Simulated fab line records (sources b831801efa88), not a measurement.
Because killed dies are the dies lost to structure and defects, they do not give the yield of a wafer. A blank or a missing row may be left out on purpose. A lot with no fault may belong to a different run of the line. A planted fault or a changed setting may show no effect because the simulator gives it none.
2 desks, one fault | flow sky130 | only its own numbers are on each desk; what lay behind them is given at the end

== METROLOGY DESK ==
What the gauges read for every lot (on any tool): the sampled wafers with a number, averaged. Marked OUT: a lot whose mean sits more than 4 standard deviations from the usual mean, which makes it out of limits; the brackets give that distance.
Columns: A = SONOS_ONO_CVD_02_THK at SKY_SONOS_ONO_THK_MEAS_03, usual 10.44 nm; B = POLY_GATE_OXIDATION_THK at SKY_POLY_GATE_THK_MEAS_21, usual 4.01 nm
lot  | first seen here | A     | B
L928 | day 11 15:57    | 10.65 | 3.97
L930 | day 12 07:37    | 10.37 | 3.94
L934 | day 13 11:35    | 10.28 | 4.07
L936 | day 14 06:07    | 10.44 | 3.99
L937 | day 14 13:22    | 10.36 | 4.00
L941 | day 16 02:13    | 10.66 | 3.96
L945 | day 17 03:28    | 10.40 | 4.07
L946 | day 17 11:46    | 10.46 | 4.20
L947 | day 17 16:48    | 10.48 | 4.04
L948 | day 18 02:00    | 10.29 | 4.02
L949 | day 18 09:55    | 10.35 | 4.02
L950 | day 18 23:52    | 10.60 | 3.94
This desk's verdict: no lot among the 12 shows anything out of limits.

== FOR THE TOOL OWNER'S DESK: implanter-01 ==
For each lot that ran on this tool, the mean over its sampled wafers that have a number, from the tool's own readings at SKY_POLY_GATE_IMPLANT_02. Marked OUT: a lot whose mean sits more than 4 standard deviations from the usual mean, which makes it out of limits; the brackets give that distance.
Columns: A = endStationPressureTorr at SKY_POLY_GATE_IMPLANT_02, usual 1.13e-05 Torr
lot  | first seen here | A
L930 | day 15 23:23    | 1.24e-05
L934 | day 17 05:10    | 1.30e-05
L936 | day 18 02:41    | 4.17e-05 (+30) OUT
L937 | day 18 09:02    | 4.13e-05 (+30) OUT
L946 | day 21 15:38    | 1.23e-05
L947 | day 21 22:43    | 1.21e-05
L948 | day 22 04:52    | 1.23e-05
L949 | day 22 13:20    | 1.30e-05
This desk finds L936, L937 out of limits, L936 being first, at day 18 02:41 (endStationPressureTorr at SKY_POLY_GATE_IMPLANT_02). L930, L934, L946, L947, L948, L949: within limits.

== ALL TOGETHER ==
An alarm could have come from the tool owner's desk at day 18 02:41, on L936, L937.
The metrology desk saw nothing out of limits.
The metrology desk has L936, L937 on record, within its limits.
Every lot named ran SKY_POLY_GATE_IMPLANT_02 on implanter-01.

== WHAT THE SIMULATOR HAD INSERTED ==
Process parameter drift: implanter-01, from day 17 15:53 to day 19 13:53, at SKY_POLY_GATE_IMPLANT_02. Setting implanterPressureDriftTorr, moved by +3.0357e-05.
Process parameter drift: implanter-01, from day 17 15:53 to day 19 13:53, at SKY_POLY_GATE_IMPLANT_02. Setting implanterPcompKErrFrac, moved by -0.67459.
Shown lots that were struck: L936, L937.
Each desk's first reading out of limits, in hours after the fault started: the tool owner's desk, 11.
